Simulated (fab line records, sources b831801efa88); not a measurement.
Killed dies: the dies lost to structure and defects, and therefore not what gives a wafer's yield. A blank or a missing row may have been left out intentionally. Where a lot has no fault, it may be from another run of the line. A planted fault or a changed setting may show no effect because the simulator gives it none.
Which tool did it? || flow gf180mcu || 18 wafers sampled from 6 lots at 1 step of a route of 602

## WHAT THE GAUGES SHOWED, per wafer
GF_LVPWELL_OVL_MEAS_07.
{"lot": "L197", "measured": "day 4 09:21", "on": "overlay-01", "LVPWELL_OVL (nm)": "2.5 -1.2 2.3"}
{"lot": "L202", "measured": "day 5 12:02", "on": "overlay-02", "LVPWELL_OVL (nm)": "-0.2 0.3 0.3"}
{"lot": "L204", "measured": "day 6 00:51", "on": "overlay-02", "LVPWELL_OVL (nm)": "-1.3 -2.2 -1.3"}
{"lot": "L207", "measured": "day 6 16:03", "on": "overlay-01", "LVPWELL_OVL (nm)": "0.3 -2.3 0.0"}
{"lot": "L215", "measured": "day 8 15:45", "on": "overlay-01", "LVPWELL_OVL (nm)": "-0.6 1.3 1.7"}
{"lot": "L217", "measured": "day 9 00:50", "on": "overlay-02", "LVPWELL_OVL (nm)": "0.6 -1.1 2.1"}

## TOOL THAT RAN EACH LOT (tool first, then ch and the chambers of the sampled wafers, then the start)
The record holds no process step before these readings.

## THE ANSWER, worked out from the rows above alone
Rule: the usual values come from the lots themselves. The widest of any qualifying gaps counts: lots, ordered by their means at a reading, are off when they make up no more than a third of the lots, leave a main group of 4 or more, and stand apart from it by 3 or more times the standard deviation of that group's means. The tables above print the reading to a certain number of digits; a main group whose means all agree to those digits is not used. A lot without any number at a reading at which 4 lots or more have one is off too. The other lots that the step has rows for count as sound.
No lot is off on any of the readings shown, so nothing can be concluded from this.

## WHAT THE SIMULATOR HAD INSERTED
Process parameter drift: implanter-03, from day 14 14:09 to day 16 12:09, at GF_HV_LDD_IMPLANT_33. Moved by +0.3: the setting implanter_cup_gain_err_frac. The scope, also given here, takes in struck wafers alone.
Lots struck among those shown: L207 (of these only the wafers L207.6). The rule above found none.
